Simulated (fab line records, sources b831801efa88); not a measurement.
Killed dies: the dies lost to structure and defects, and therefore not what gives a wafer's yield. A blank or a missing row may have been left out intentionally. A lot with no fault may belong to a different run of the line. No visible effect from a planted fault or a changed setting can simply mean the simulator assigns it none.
2 desks, one fault ; flow sky130 ; each desk holds nothing but its own numbers, with what lay behind them at the end

== FOR THE TOOL OWNER'S DESK: implanter-03 ==
The tool's own readings at SKY_LDD_HVN_IMPLANT_08, given as means over the sampled wafers that have a number, one for each lot that went through this tool. If a lot's mean is further than 4 standard deviations from the usual mean, the lot is out of limits and carries the mark OUT (the distance appears in the brackets).
Columns: A = beam energy keV at SKY_LDD_HVN_IMPLANT_08, usual 60.001; B = dose ions cm2 at SKY_LDD_HVN_IMPLANT_08, usual 3e+13; C = faraday current uA at SKY_LDD_HVN_IMPLANT_08, usual 169
lot;first seen here;A;B;C
L230;day 20 00:27;60.018;3e+13;171
L236;day 22 09:14;60.009;3e+13;171
L238;day 23 14:15;59.993;3e+13 (-84) OUT;149 (-5.5) OUT
L239;day 23 14:24;60.038;3e+13 (-84) OUT;158
L253;day 28 06:45;60.008;3e+13;171
Finding of this desk: L238, L239 out of limits; the first was L238 at day 23 14:15, on dose ions cm2 at SKY_LDD_HVN_IMPLANT_08. L230, L236, L253 stayed within limits.

== FROM THE METROLOGY DESK ==
What the gauges read for every lot (on any tool): the sampled wafers with a number, averaged. If a lot's mean is further than 4 standard deviations from the usual mean, the lot is out of limits and carries the mark OUT (the distance appears in the brackets).
Columns: A = LDD_HVN_TW at SKY_LDD_HVN_TW_MEAS_10, usual 1436
lot;first seen here;A
L230;day 20 00:41;1434
L233;day 21 13:01;1440
L236;day 22 09:29;1429
L238;day 23 14:30;1401 (-5.0) OUT
L239;day 23 14:39;1404 (-4.6) OUT
L246;day 26 03:47;1437
L247;day 26 17:35;1448
L249;day 27 00:32;1435
L251;day 27 15:51;1435
L252;day 28 00:35;1429
L253;day 28 06:59;1443
This desk's finding: out of limits on L238, L239; first on L238, day 23 14:30 (LDD_HVN_TW at SKY_LDD_HVN_TW_MEAS_10). L230, L233, L236, L246, L247, L249, L251, L252, L253 stayed within limits.

== PUT TOGETHER ==
The tool owner's desk had the chance to raise an alarm at day 23 14:15 on L238, L239.
L238, L239 would have let the metrology desk raise an alarm at day 23 14:30.
Of the lots named, all ran SKY_LDD_HVN_IMPLANT_08 on implanter-03.

== WHAT HAD BEEN PUT IN BY THE SIMULATOR ==
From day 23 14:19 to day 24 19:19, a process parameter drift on implanter-03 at SKY_LDD_HVN_IMPLANT_08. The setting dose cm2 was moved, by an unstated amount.
Lots struck among those shown: L238, L239.
